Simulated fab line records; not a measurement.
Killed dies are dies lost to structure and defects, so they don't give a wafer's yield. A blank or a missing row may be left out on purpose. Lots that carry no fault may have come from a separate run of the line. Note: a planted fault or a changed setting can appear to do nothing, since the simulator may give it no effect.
Which of the tools did it? || flow sky130 || 12 lots, 36 wafers sampled, at 5 steps of a route of 708

== WHAT THE GAUGES SHOWED, per wafer ==
SKY_VT_ADJUST_LVTN_TW_MEAS_21. Usual: VT_ADJUST_LVTN_2_TW gives 184.8 (standard deviation 1.8).
{"lot": "L201", "measured": "day 7 23:19", "on": "film metro-02", "VT_ADJUST_LVTN_2_TW": "185.6 186.0 186.0", "flag": ""}
{"lot": "L202", "measured": "day 8 00:14", "on": "film metro-02", "VT_ADJUST_LVTN_2_TW": "186.4 187.4 187.4", "flag": ""}
{"lot": "L203", "measured": "day 8 06:59", "on": "film metro-03", "VT_ADJUST_LVTN_2_TW": "184.7 185.1 184.3", "flag": ""}
{"lot": "L206", "measured": "day 9 00:40", "on": "film metro-02", "VT_ADJUST_LVTN_2_TW": "187.1 186.3 186.0", "flag": ""}
{"lot": "L208", "measured": "day 9 20:25", "on": "film metro-02", "VT_ADJUST_LVTN_2_TW": "187.2 186.7 185.8", "flag": ""}
{"lot": "L210", "measured": "day 10 14:13", "on": "film metro-02", "VT_ADJUST_LVTN_2_TW": "182.7 183.1 183.1", "flag": ""}
{"lot": "L214", "measured": "day 11 11:58", "on": "film metro-02", "VT_ADJUST_LVTN_2_TW": "183.2 182.6 183.0", "flag": ""}
{"lot": "L215", "measured": "day 12 00:49", "on": "film metro-02", "VT_ADJUST_LVTN_2_TW": "183.0 183.6 183.3", "flag": ""}
{"lot": "L221", "measured": "day 13 17:16", "on": "film metro-01", "VT_ADJUST_LVTN_2_TW": "187.1 188.3 187.5", "flag": ""}
{"lot": "L222", "measured": "day 13 23:51", "on": "film metro-02", "VT_ADJUST_LVTN_2_TW": "182.8 181.7 183.2", "flag": ""}
{"lot": "L223", "measured": "day 14 03:40", "on": "film metro-02", "VT_ADJUST_LVTN_2_TW": "182.9 182.4 183.5", "flag": ""}
{"lot": "L224", "measured": "day 14 06:49", "on": "film metro-01", "VT_ADJUST_LVTN_2_TW": "189.2 188.5 187.6", "flag": ""}

SKY_VT_ADJUST_HVTR_OVL_MEAS_08. Usual: VT_ADJUST_HVTR_OVL gives 0.7 nm (standard deviation 1.4).
{"lot": "L201", "measured": "day 9 18:30", "on": "overlay-02", "VT_ADJUST_HVTR_OVL (nm)": "0.6 0.0 0.4", "flag": ""}
{"lot": "L202", "measured": "day 9 19:59", "on": "overlay-02", "VT_ADJUST_HVTR_OVL (nm)": "-0.8 -0.6 -0.2", "flag": ""}
{"lot": "L203", "measured": "day 10 02:49", "on": "overlay-02", "VT_ADJUST_HVTR_OVL (nm)": "0.7 -0.2 -0.4", "flag": ""}
{"lot": "L206", "measured": "day 10 21:33", "on": "overlay-02", "VT_ADJUST_HVTR_OVL (nm)": "2.9 3.1 4.0", "flag": ""}
{"lot": "L208", "measured": "day 11 19:09", "on": "overlay-01", "VT_ADJUST_HVTR_OVL (nm)": "1.9 2.9 1.0", "flag": ""}
{"lot": "L210", "measured": "day 12 14:41", "on": "overlay-01", "VT_ADJUST_HVTR_OVL (nm)": "1.5 3.0 0.5", "flag": ""}
{"lot": "L214", "measured": "day 13 12:34", "on": "overlay-02", "VT_ADJUST_HVTR_OVL (nm)": "1.9 -0.6 1.9", "flag": ""}
{"lot": "L215", "measured": "day 14 02:39", "on": "overlay-01", "VT_ADJUST_HVTR_OVL (nm)": "-1.2 1.3 -0.7", "flag": ""}
{"lot": "L221", "measured": "day 15 23:35", "on": "overlay-02", "VT_ADJUST_HVTR_OVL (nm)": "-0.7 -2.2 -1.4", "flag": ""}
{"lot": "L222", "measured": "day 16 06:41", "on": "overlay-02", "VT_ADJUST_HVTR_OVL (nm)": "0.8 3.3 0.0", "flag": ""}
{"lot": "L223", "measured": "day 16 10:14", "on": "overlay-02", "VT_ADJUST_HVTR_OVL (nm)": "1.3 1.4 -0.9", "flag": ""}
{"lot": "L224", "measured": "day 16 13:35", "on": "overlay-02", "VT_ADJUST_HVTR_OVL (nm)": "-0.1 2.1 -0.5", "flag": ""}

SKY_SONOS_ONO_THK_MEAS_05. Usual: SONOS_ONO_CVD_04_THK gives 5.76 nm (standard deviation 0.1).
{"lot": "L201", "measured": "day 11 22:04", "on": "film metro-04", "SONOS_ONO_CVD_04_THK (nm)": "5.72 5.71 5.71", "flag": ""}
{"lot": "L202", "measured": "day 12 00:28", "on": "film metro-01", "SONOS_ONO_CVD_04_THK (nm)": "5.76 5.74 5.77", "flag": ""}
{"lot": "L203", "measured": "day 12 07:10", "on": "film metro-01", "SONOS_ONO_CVD_04_THK (nm)": "5.66 5.69 5.60", "flag": ""}
{"lot": "L206", "measured": "day 13 02:31", "on": "film metro-04", "SONOS_ONO_CVD_04_THK (nm)": "5.57 5.72 5.74", "flag": ""}
{"lot": "L208", "measured": "day 14 01:17", "on": "film metro-04", "SONOS_ONO_CVD_04_THK (nm)": "5.71 5.75 5.78", "flag": ""}
{"lot": "L210", "measured": "day 15 02:19", "on": "film metro-02", "SONOS_ONO_CVD_04_THK (nm)": "5.90 5.81 5.83", "flag": ""}
{"lot": "L214", "measured": "day 16 00:50", "on": "film metro-02", "SONOS_ONO_CVD_04_THK (nm)": "6.48 6.32 6.41", "flag": "OFF"}
{"lot": "L215", "measured": "day 16 18:13", "on": "film metro-02", "SONOS_ONO_CVD_04_THK (nm)": "6.40 6.42 6.42", "flag": "OFF"}
{"lot": "L221", "measured": "day 18 21:34", "on": "film metro-01", "SONOS_ONO_CVD_04_THK (nm)": "6.00 5.88 5.81", "flag": ""}
{"lot": "L222", "measured": "day 18 23:02", "on": "film metro-02", "SONOS_ONO_CVD_04_THK (nm)": "5.63 5.72 5.67", "flag": ""}
{"lot": "L223", "measured": "day 19 02:26", "on": "film metro-01", "SONOS_ONO_CVD_04_THK (nm)": "5.79 5.82 5.78", "flag": ""}
{"lot": "L224", "measured": "day 19 07:59", "on": "film metro-01", "SONOS_ONO_CVD_04_THK (nm)": "5.60 5.63 5.47", "flag": ""}

== WHICH TOOL RAN EACH LOT (tool, then ch and the chambers of the sampled wafers, then the start) ==
{"lot": "L201", "SKY_VT_ADJUST_PCH_STRIP_09": "plasma asher-01 ch 0, day 10 17:49", "SKY_SONOS_ONO_CVD_04": "lpcvd-03 ch 1, day 11 20:49"}
{"lot": "L202", "SKY_VT_ADJUST_PCH_STRIP_09": "plasma asher-02 ch 0,1, day 10 19:05", "SKY_SONOS_ONO_CVD_04": "lpcvd-03 ch 0, day 11 23:11"}
{"lot": "L203", "SKY_VT_ADJUST_PCH_STRIP_09": "plasma asher-03 ch 0,1, day 11 02:23", "SKY_SONOS_ONO_CVD_04": "lpcvd-03 ch 0, day 12 05:53"}
{"lot": "L206", "SKY_VT_ADJUST_PCH_STRIP_09": "plasma asher-01 ch 0,1, day 11 21:39", "SKY_SONOS_ONO_CVD_04": "lpcvd-03 ch 0, day 13 01:15"}
{"lot": "L208", "SKY_VT_ADJUST_PCH_STRIP_09": "plasma asher-01 ch 0,1, day 12 19:46", "SKY_SONOS_ONO_CVD_04": "lpcvd-03 ch 0, day 14 00:02"}
{"lot": "L210", "SKY_VT_ADJUST_PCH_STRIP_09": "plasma asher-02 ch 0,1, day 13 16:14", "SKY_SONOS_ONO_CVD_04": "lpcvd-03 ch 0, day 15 00:26"}
{"lot": "L214", "SKY_VT_ADJUST_PCH_STRIP_09": "plasma asher-03 ch 0,1, day 14 15:54", "SKY_SONOS_ONO_CVD_04": "lpcvd-03 ch 0, day 15 23:35"}
{"lot": "L215", "SKY_VT_ADJUST_PCH_STRIP_09": "plasma asher-02 ch 0,1, day 15 05:31", "SKY_SONOS_ONO_CVD_04": "lpcvd-03 ch 0, day 16 16:58"}
{"lot": "L221", "SKY_VT_ADJUST_PCH_STRIP_09": "plasma asher-01 ch 0, day 17 04:37", "SKY_SONOS_ONO_CVD_04": "lpcvd-03 ch 0, day 18 20:19"}
{"lot": "L222", "SKY_VT_ADJUST_PCH_STRIP_09": "plasma asher-01 ch 0,1, day 17 11:52", "SKY_SONOS_ONO_CVD_04": "lpcvd-03 ch 0, day 18 21:47"}
{"lot": "L223", "SKY_VT_ADJUST_PCH_STRIP_09": "plasma asher-02 ch 0,1, day 17 15:30", "SKY_SONOS_ONO_CVD_04": "lpcvd-03 ch 1, day 19 01:10"}
{"lot": "L224", "SKY_VT_ADJUST_PCH_STRIP_09": "plasma asher-01 ch 0,1, day 17 18:40", "SKY_SONOS_ONO_CVD_04": "lpcvd-03 ch 1, day 19 06:44"}
- SKY_VT_ADJUST_PCH_STRIP_09: strips in O2/N2.
- SKY_SONOS_ONO_CVD_04: deposits SiO2 from SiH4/N2O, target thk 5.7199 nm.

== AS READ BY THE TOOLS THEMSELVES (means over the sampled wafers that have a number; for cases with no such wafer, the mark the record gives instead) ==
SKY_VT_ADJUST_PCH_STRIP_09. Usual: drypump motor current A 5.6 A, standard deviation 0.61; oes product au 0.723 a.u., standard deviation 0.0049; strip time to endpoint s 37.00 s, standard deviation 0.091.
{"lot": "L201", "tool": "plasma asher-01", "drypump motor current A (A)": 4.9, "oes product au (a.u.)": 0.730, "strip time to endpoint s (s)": 36.93, "flag": ""}
{"lot": "L202", "tool": "plasma asher-02", "drypump motor current A (A)": 6.3, "oes product au (a.u.)": 0.716, "strip time to endpoint s (s)": 37.01, "flag": ""}
{"lot": "L203", "tool": "plasma asher-03", "drypump motor current A (A)": 5.3, "oes product au (a.u.)": 0.727, "strip time to endpoint s (s)": 37.11, "flag": ""}
{"lot": "L206", "tool": "plasma asher-01", "drypump motor current A (A)": 5.4, "oes product au (a.u.)": 0.727, "strip time to endpoint s (s)": 37.12, "flag": ""}
{"lot": "L208", "tool": "plasma asher-01", "drypump motor current A (A)": 5.2, "oes product au (a.u.)": 0.724, "strip time to endpoint s (s)": 37.07, "flag": ""}
{"lot": "L210", "tool": "plasma asher-02", "drypump motor current A (A)": 5.8, "oes product au (a.u.)": 0.723, "strip time to endpoint s (s)": 37.05, "flag": ""}
{"lot": "L214", "tool": "plasma asher-03", "drypump motor current A (A)": 5.3, "oes product au (a.u.)": 0.728, "strip time to endpoint s (s)": 37.12, "flag": ""}
{"lot": "L215", "tool": "plasma asher-02", "drypump motor current A (A)": 6.3, "oes product au (a.u.)": 0.724, "strip time to endpoint s (s)": 37.03, "flag": ""}
{"lot": "L221", "tool": "plasma asher-01", "drypump motor current A (A)": 4.9, "oes product au (a.u.)": 0.723, "strip time to endpoint s (s)": 37.00, "flag": ""}
{"lot": "L222", "tool": "plasma asher-01", "drypump motor current A (A)": 5.1, "oes product au (a.u.)": 0.722, "strip time to endpoint s (s)": 37.01, "flag": ""}
{"lot": "L223", "tool": "plasma asher-02", "drypump motor current A (A)": 6.3, "oes product au (a.u.)": 0.724, "strip time to endpoint s (s)": 36.88, "flag": ""}
{"lot": "L224", "tool": "plasma asher-01", "drypump motor current A (A)": 5.4, "oes product au (a.u.)": 0.722, "strip time to endpoint s (s)": 37.01, "flag": ""}

SKY_SONOS_ONO_CVD_04. Usual: pressure mtorr 400.0 mTorr, standard deviation 0.7; susceptor temp C 900.0 C, standard deviation 0.4.
{"lot": "L201", "tool": "lpcvd-03", "pressure mtorr (mTorr)": 400.2, "susceptor temp C (C)": 899.8, "flag": ""}
{"lot": "L202", "tool": "lpcvd-03", "pressure mtorr (mTorr)": 400.3, "susceptor temp C (C)": 900.0, "flag": ""}
{"lot": "L203", "tool": "lpcvd-03", "pressure mtorr (mTorr)": 400.2, "susceptor temp C (C)": 900.3, "flag": ""}
{"lot": "L206", "tool": "lpcvd-03", "pressure mtorr (mTorr)": 399.2, "susceptor temp C (C)": 899.6, "flag": ""}
{"lot": "L208", "tool": "lpcvd-03", "pressure mtorr (mTorr)": 398.9, "susceptor temp C (C)": 899.9, "flag": ""}
{"lot": "L210", "tool": "lpcvd-03", "pressure mtorr (mTorr)": 399.3, "susceptor temp C (C)": 899.9, "flag": ""}
{"lot": "L214", "tool": "lpcvd-03", "pressure mtorr (mTorr)": 480.0, "susceptor temp C (C)": 900.0, "flag": "OFF"}
{"lot": "L215", "tool": "lpcvd-03", "pressure mtorr (mTorr)": 480.2, "susceptor temp C (C)": 899.5, "flag": "OFF"}
{"lot": "L221", "tool": "lpcvd-03", "pressure mtorr (mTorr)": 398.9, "susceptor temp C (C)": 900.4, "flag": ""}
{"lot": "L222", "tool": "lpcvd-03", "pressure mtorr (mTorr)": 400.6, "susceptor temp C (C)": 900.1, "flag": ""}
{"lot": "L223", "tool": "lpcvd-03", "pressure mtorr (mTorr)": 399.5, "susceptor temp C (C)": 899.6, "flag": ""}
{"lot": "L224", "tool": "lpcvd-03", "pressure mtorr (mTorr)": 400.1, "susceptor temp C (C)": 900.0, "flag": ""}

== THE ANSWER, worked out from the rows above alone ==
Rule: take the mean of a lot's wafers that have a number; if it is more than 3 standard deviations from the usual mean, the lot is off. A lot without any number at a reading at which 4 lots or more have one is off too. Any other lot the step has rows for is counted as sound. Order of review: gauges by route order, followed by the tools' own readings, for which a lot's mean as printed above is used. The first step at which some lot is off is used, and at that step the reading that is off furthest; a lot without a number counts as furthest.
Off: L214, L215, at SKY_SONOS_ONO_THK_MEAS_05 (SONOS_ONO_CVD_04_THK).
If a tool, at a process step before that reading, ran all the lots that are off and no sound lot after the first of them, it fits. Not tried: the gauges at SKY_SONOS_ONO_THK_MEAS_05; whatever is off there is also off at SKY_SONOS_ONO_CVD_04, on other tools, and gauge error can't account for it. Of those tried, none fits.

== WHAT THE SIMULATOR PUT IN ==
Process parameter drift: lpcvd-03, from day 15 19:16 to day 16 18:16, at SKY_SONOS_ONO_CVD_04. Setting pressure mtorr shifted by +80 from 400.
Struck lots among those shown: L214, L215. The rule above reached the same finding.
